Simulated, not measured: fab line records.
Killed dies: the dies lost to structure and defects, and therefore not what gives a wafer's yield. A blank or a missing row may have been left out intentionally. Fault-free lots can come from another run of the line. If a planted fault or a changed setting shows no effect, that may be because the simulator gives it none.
Which of the tools did it? -- flow sky130 -- Sampling: 12 lots, 36 wafers, 3 of 708 route steps

## WHAT THE GAUGES READ, wafer by wafer
SKY_NWELL_TW_MEAS_15. Usual: NWELL_TW 1809, standard deviation 16.
lot,measured,on,NWELL_TW,flag
L160,day 4 20:13,film_metro-02,1817 1822 1828,
L162,day 5 02:39,film_metro-02,1813 1816 1804,
L163,day 5 11:11,film_metro-01,1808 1805 1815,
L164,day 5 18:04,film_metro-02,1817 1828 1824,
L166,day 6 07:35,film_metro-02,1811 1819 1825,
L167,day 6 12:06,film_metro-02,1824 1817 1815,
L168,day 6 18:02,film_metro-02,1820 1820 1827,
L173,day 8 01:15,film_metro-03,1786 1780 1792,
L176,day 8 17:38,film_metro-03,1784 1791 1781,
L179,day 9 13:49,film_metro-03,1798 1798 1806,
L180,day 9 20:17,film_metro-01,1820 1822 1821,
L181,day 10 01:05,film_metro-01,1831 1834 1833,

SKY_NWELL_TW_MEAS_26. Usual: NWELL_2_TW 496, standard deviation 3.1.
lot,measured,on,NWELL_2_TW,flag
L160,day 5 14:02,film_metro-02,497 495 496,
L162,day 5 20:25,film_metro-01,496 495 497,
L163,day 6 05:09,film_metro-02,496 496 496,
L164,day 6 13:02,film_metro-02,498 496 495,
L166,day 7 03:28,film_metro-02,496 493 498,
L167,day 7 07:38,film_metro-01,495 495 495,
L168,day 7 13:50,film_metro-02,492 493 498,
L173,day 8 22:15,film_metro-02,497 497 497,
L176,day 9 15:23,film_metro-01,495 500 497,
L179,day 10 12:28,film_metro-03,489 486 486,
L180,day 10 18:16,film_metro-01,497 499 499,
L181,day 10 23:33,film_metro-03,491 489 490,

## WHAT TOOL EACH LOT RAN ON (gives the tool, then ch and the chambers of the sampled wafers, and finally the start)
lot,SKY_FIELD_ISO_CMP_27
L160,"cmp-02 ch 0,3, day 2 15:57"
L162,"cmp-02 ch 0,3, day 2 22:24"
L163,"cmp-01 ch 1,2,3, day 3 04:57"
L164,"cmp-02 ch 0,1,2, day 3 11:47"
L166,"cmp-02 ch 0,2,3, day 3 22:28"
L167,"cmp-01 ch 2,3, day 4 02:49"
L168,"cmp-01 ch 2,3, day 4 08:53"
L173,"cmp-02 ch 0,2,3, day 5 09:51"
L176,"cmp-01 ch 0,1,2, day 6 03:14"
L179,"cmp-02 ch 0,1,2, day 6 20:23"
L180,"cmp-02 ch 1,2, day 7 00:50"
L181,"cmp-02 ch 0,1, day 7 05:52"
- SKY_FIELD_ISO_CMP_27: polishes, stops on Si3N4, t overpolish 16 s, target thk 457.8 nm.

## AS READ BY THE TOOLS THEMSELVES (means over the sampled wafers that have a number; for cases with no such wafer, the mark the record gives instead)
SKY_FIELD_ISO_CMP_27. Usual: motor_current_A 11.8 A, standard deviation 1.4; overpolish_run_s 16.000 s, standard deviation 0.0099; platen_rpm 60.00 rpm, standard deviation 0.039; time_to_endpoint_s 111 s, standard deviation 3.8.
lot,tool,motor_current_A (A),overpolish_run_s (s),platen_rpm (rpm),time_to_endpoint_s (s),flag
L160,cmp-02,11.1,15.993,59.98,115,
L162,cmp-02,10.4,16.001,60.00,116,
L163,cmp-01,11.5,16.003,60.01,108,
L164,cmp-02,12.9,16.007,59.98,118,
L166,cmp-02,11.5,16.012,59.98,114,
L167,cmp-01,10.5,15.996,60.00,108,
L168,cmp-01,11.3,15.990,60.01,106,
L173,cmp-02,11.2,16.003,59.97,112,
L176,cmp-01,11.4,15.995,59.98,107,
L179,cmp-02,12.4,15.990,59.99,113,
L180,cmp-02,13.5,15.993,60.00,111,
L181,cmp-02,12.4,16.009,60.02,109,

## THE ANSWER, worked out from the rows above alone
Rule: lot off if the mean of its wafers having a number is beyond 3 standard deviations from the usual mean. A lot without any number at a reading at which 4 lots or more have one is off too. Where the step has rows for the other lots, those lots are counted as sound. After the gauges, taken in route order, come the tools' own readings; for these a lot's mean is taken, as printed above. The first step at which some lot is off is used, and at that step the reading that is off furthest; a lot without a number counts as furthest.
No lot is off on any of the readings shown, so nothing can be concluded from this.

## WHAT HAD BEEN PUT IN BY THE SIMULATOR
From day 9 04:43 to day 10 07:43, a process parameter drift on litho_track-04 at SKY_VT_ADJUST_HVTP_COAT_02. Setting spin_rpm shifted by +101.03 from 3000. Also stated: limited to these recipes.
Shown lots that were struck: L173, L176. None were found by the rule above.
